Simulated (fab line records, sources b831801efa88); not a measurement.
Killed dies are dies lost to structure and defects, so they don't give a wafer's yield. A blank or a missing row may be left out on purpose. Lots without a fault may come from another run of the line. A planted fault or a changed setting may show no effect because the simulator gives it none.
Chamber matching | flow sky130 | SKY_VIA1_CMP_02 on cmp-02: 4 sister chambers
The step polishes SiO2. 4 wafers are shown with their chamber, then 7 later ones without.

WAFERS WITH THEIR CHAMBER
wafer  | chamber | motor_current_A (A)
L759.4 | 0       | 13.5
L759.6 | 1       | 12.3
L760.3 | 3       | 13.3
L760.5 | 2       | 11.4

WAFERS WITHOUT THEIR CHAMBER
wafer  | motor_current_A (A)
L760.6 | 12.6
L762.2 | 12.4
L762.3 | 10.4
L762.6 | 12.8
L769.1 | 13.9
L769.2 | 10.5
L769.3 | 13.3

WHICH CHAMBER EACH WENT THROUGH
wafer  | from the rows above               | in truth
L760.6 | can't be placed: 1 or 3 or 0 or 2 | 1
L762.2 | can't be placed: 1 or 3 or 2 or 0 | 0
L762.3 | can't be placed: 2 or 1           | 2
L762.6 | can't be placed: 1 or 3 or 0 or 2 | 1
L769.1 | can't be placed: 0 or 3           | 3
L769.2 | can't be placed: 2 or 1           | 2
L769.3 | can't be placed: 3 or 0 or 1      | 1
Placed correctly: 0 of 7. Can't be placed from these rows: 7 (the true chamber is among the candidates in 7). Placed wrongly: 0.
How it was worked out, from the rows above alone: a wafer's distance from a chamber is the root of the sum, over the readings, of the square of ((its reading less the chamber's mean) divided by the reading's scatter). The wafer belongs to the nearest chamber; if the next one is less than 2 further off, it can't be placed. A chamber's mean is the mean of its shown wafers. The scatter: with one shown wafer a chamber, the root of the mean of the squares of how far each hidden wafer lies from its nearest shown one.
